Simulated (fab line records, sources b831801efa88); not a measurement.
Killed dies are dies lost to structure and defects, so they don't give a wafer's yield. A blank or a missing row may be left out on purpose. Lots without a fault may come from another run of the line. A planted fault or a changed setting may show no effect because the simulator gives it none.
Which tool did it? | flow sky130 | 11 lots, 33 wafers sampled, at 6 steps of a route of 708

WHAT THE GAUGES READ, wafer by wafer
SKY_LDD_HVP_TW_MEAS_10. Usual: LDD_HVP_TW 459, standard deviation 3.4.
lot  | measured     | on            | LDD_HVP_TW  | flag
L900 | day 21 22:39 | film_metro-01 | 462 462 463 |
L901 | day 21 23:21 | film_metro-04 | 460 461 458 |
L903 | day 22 19:31 | film_metro-04 | 456 460 457 |
L904 | day 23 01:52 | film_metro-04 | 461 461 462 |
L905 | day 23 17:57 | film_metro-01 | 460 463 463 |
L910 | day 25 11:15 | film_metro-01 | 461 459 462 |
L911 | day 25 21:43 | film_metro-04 | 456 457 454 |
L913 | day 26 18:54 | film_metro-02 | 451 457 455 |
L916 | day 27 15:53 | film_metro-04 | 456 458 456 |
L922 | day 29 18:26 | film_metro-02 | 455 456 455 |
L923 | day 29 22:41 | film_metro-04 | 456 455 457 |

SKY_SD_N_RS_MEAS_16: measures by four-point-probe. Usual: SD_N_RS 68.62 ohm/sq, standard deviation 0.13.
lot  | measured     | on            | SD_N_RS (ohm/sq)  | flag
L900 | day 28 08:16 | film_metro-03 | 68.50 68.66 68.70 |
L901 | day 28 09:46 | film_metro-01 | 68.60 68.63 68.56 |
L903 | day 29 03:18 | film_metro-03 | 68.66 68.52 68.60 |
L904 | day 29 10:34 | film_metro-01 | 68.45 68.64 68.54 |
L905 | day 29 23:51 | film_metro-01 | 68.64 68.42 68.34 |
L910 | day 31 18:37 | film_metro-01 | 68.57 68.54 68.41 |
L911 | day 32 00:59 | film_metro-02 | 67.24 67.29 67.27 | OFF
L913 | day 32 21:47 | film_metro-01 | 67.04 66.89 66.94 | OFF
L916 | day 33 17:51 | film_metro-03 | 68.58 68.61 68.55 |
L922 | day 35 15:06 | film_metro-02 | 68.72 68.84 68.61 |
L923 | day 35 18:16 | film_metro-02 | 68.72 68.83 68.88 |

SKY_SD_N_RS_MEAS_17: measures by four-point-probe. Usual: SD_P_RS 146.9 ohm/sq, standard deviation 0.37.
lot  | measured     | on            | SD_P_RS (ohm/sq)  | flag
L900 | day 28 08:23 | film_metro-03 | 146.7 146.9 146.5 |
L901 | day 28 09:53 | film_metro-01 | 146.8 147.3 146.9 |
L903 | day 29 03:25 | film_metro-03 | 147.0 147.2 146.8 |
L904 | day 29 10:41 | film_metro-01 | 146.8 147.0 147.3 |
L905 | day 29 23:58 | film_metro-01 | 146.5 146.6 146.8 |
L910 | day 31 18:44 | film_metro-01 | 146.8 146.4 146.6 |
L911 | day 32 01:06 | film_metro-02 | 139.5 139.8 139.3 | OFF
L913 | day 32 21:55 | film_metro-01 | 139.7 139.5 139.0 | OFF
L916 | day 33 17:58 | film_metro-03 | 146.8 146.7 147.0 |
L922 | day 35 15:13 | film_metro-02 | 147.5 147.1 147.2 |
L923 | day 35 18:23 | film_metro-02 | 147.8 147.5 147.5 |

SKY_SD_N_RS_MEAS_18: measures by four-point-probe. Usual: RES_XHIGH_RS 333.3 ohm/sq, standard deviation 1.2.
lot  | measured     | on            | RES_XHIGH_RS (ohm/sq) | flag
L900 | day 28 08:30 | film_metro-03 | 333.5 332.3 332.9     |
L901 | day 28 10:01 | film_metro-01 | 332.3 332.7 331.5     |
L903 | day 29 03:32 | film_metro-03 | 332.8 334.3 332.2     |
L904 | day 29 10:49 | film_metro-01 | 333.3 333.3 332.2     |
L905 | day 30 00:05 | film_metro-01 | 333.3 332.7 331.3     |
L910 | day 31 18:51 | film_metro-01 | 332.9 331.9 331.0     |
L911 | day 32 01:13 | film_metro-02 | 333.1 333.5 332.8     |
L913 | day 32 22:02 | film_metro-01 | 332.5 332.8 333.8     |
L916 | day 33 18:05 | film_metro-03 | 331.8 332.2 332.7     |
L922 | day 35 15:20 | film_metro-02 | 336.2 336.2 335.6     |
L923 | day 35 18:31 | film_metro-02 | 334.4 334.6 334.2     |

WHICH TOOL RAN EACH LOT (tool, then ch and the chambers of the sampled wafers, then the start)
lot  | SKY_POLY_CUT_ETCH_11               | SKY_SD_N_RTA_14
L900 | rie_diel-04 ch 0,2,3, day 24 14:28 | rtp_anneal-01 ch 0, day 28 08:05
L901 | rie_diel-04 ch 0,1,3, day 24 16:19 | rtp_anneal-02 ch 0, day 28 09:33
L903 | rie_diel-01 ch 1,2,3, day 25 10:16 | rtp_anneal-02 ch 0, day 29 03:04
L904 | rie_diel-04 ch 1,2, day 25 17:04   | rtp_anneal-01 ch 0, day 29 10:23
L905 | rie_diel-03 ch 1,2,3, day 26 07:22 | rtp_anneal-02 ch 0, day 29 23:41
L910 | rie_diel-01 ch 0,1,3, day 28 00:52 | rtp_anneal-01 ch 0, day 31 18:26
L911 | rie_diel-01 ch 1,2,3, day 28 10:01 | rtp_anneal-02 ch 0, day 32 00:47
L913 | rie_diel-03 ch 0,2, day 29 08:07   | rtp_anneal-02 ch 0, day 32 21:37
L916 | rie_diel-01 ch 0,2,3, day 30 04:10 | rtp_anneal-01 ch 0, day 33 17:41
L922 | rie_diel-03 ch 0,1, day 32 04:52   | rtp_anneal-01 ch 0, day 35 14:56
L923 | rie_diel-01 ch 2,3, day 32 09:34   | rtp_anneal-02 ch 0, day 35 18:06
- SKY_POLY_CUT_ETCH_11: etches Si3N4 in CF4/CH2F2/Ar, stops on poly-Si, time 42.5 s, target depth 60 nm.
- SKY_SD_N_RTA_14: time 2 s.

WHAT THE TOOLS THEMSELVES READ (means of the sampled wafers that have a number; where no wafer has one, the mark that the record gives instead)
SKY_POLY_CUT_ETCH_11. Usual: drypump_motor_current_A 5.6 A, standard deviation 0.43; oes_product_au 0.831 a.u., standard deviation 0.0069; throttle_valve_pct 14.995 %, standard deviation 0.0088.
lot  | tool        | drypump_motor_current_A (A) | oes_product_au (a.u.) | throttle_valve_pct (%) | flag
L900 | rie_diel-04 | 5.8                         | 0.840                 | 14.994                 |
L901 | rie_diel-04 | 6.0                         | 0.833                 | 14.997                 |
L903 | rie_diel-01 | 5.8                         | 0.831                 | 14.993                 |
L904 | rie_diel-04 | 5.9                         | 0.834                 | 14.997                 |
L905 | rie_diel-03 | 5.5                         | 0.828                 | 14.994                 |
L910 | rie_diel-01 | 5.6                         | 0.834                 | 14.995                 |
L911 | rie_diel-01 | 5.8                         | 0.839                 | 14.998                 |
L913 | rie_diel-03 | 5.6                         | 0.833                 | 14.989                 |
L916 | rie_diel-01 | 5.8                         | 0.835                 | 14.987                 |
L922 | rie_diel-03 | 5.0                         | 0.823                 | 14.997                 |
L923 | rie_diel-01 | 6.0                         | 0.819                 | 14.996                 |

SKY_SD_N_RTA_14. Usual: lamp_power_pct 15.73 %, standard deviation 0.055; ramp_up_c_per_s 150.00, standard deviation 0.03; wafer_temp_C_max 1078.2, standard deviation 1.4.
lot  | tool          | lamp_power_pct (%) | ramp_up_c_per_s | wafer_temp_C_max | flag
L900 | rtp_anneal-01 | 15.73              | 149.99          | 1079.3           |
L901 | rtp_anneal-02 | 15.72              | 150.01          | 1078.4           |
L903 | rtp_anneal-02 | 15.72              | 149.99          | 1079.7           |
L904 | rtp_anneal-01 | 15.72              | 149.99          | 1078.7           |
L905 | rtp_anneal-02 | 15.69              | 150.02          | 1078.2           |
L910 | rtp_anneal-01 | 15.75              | 149.98          | 1079.0           |
L911 | rtp_anneal-02 | 15.82              | 149.99          | 1088.0           | OFF
L913 | rtp_anneal-02 | 15.82              | 149.98          | 1087.8           | OFF
L916 | rtp_anneal-01 | 15.71              | 149.99          | 1077.8           |
L922 | rtp_anneal-01 | 15.76              | 149.97          | 1077.2           |
L923 | rtp_anneal-02 | 15.68              | 150.02          | 1078.3           |

THE ANSWER, worked out from the rows above alone
Rule: a lot is off if the mean of its wafers that have a number lies more than 3 standard deviations from the usual mean. A lot without any number at a reading at which 4 lots or more have one is off too. The other lots that the step has rows for count as sound. The gauges are gone through in route order, then the tools' own readings, and for those a lot's mean is taken as printed above. The first step at which some lot is off is used, and at that step the reading that is off furthest; a lot without a number counts as furthest.
Off: L911, L913, at SKY_SD_N_RS_MEAS_16 (SD_N_RS).
A tool fits if, at a process step before that reading, it ran every lot that is off, and no sound lot after the first of them. The gauges at SKY_SD_N_RS_MEAS_16 aren't tried: what is off there is off at SKY_SD_N_RTA_14 too, on other tools, and a gauge's error can't cause that. None of those tried fits.

WHAT THE SIMULATOR HAD PUT IN
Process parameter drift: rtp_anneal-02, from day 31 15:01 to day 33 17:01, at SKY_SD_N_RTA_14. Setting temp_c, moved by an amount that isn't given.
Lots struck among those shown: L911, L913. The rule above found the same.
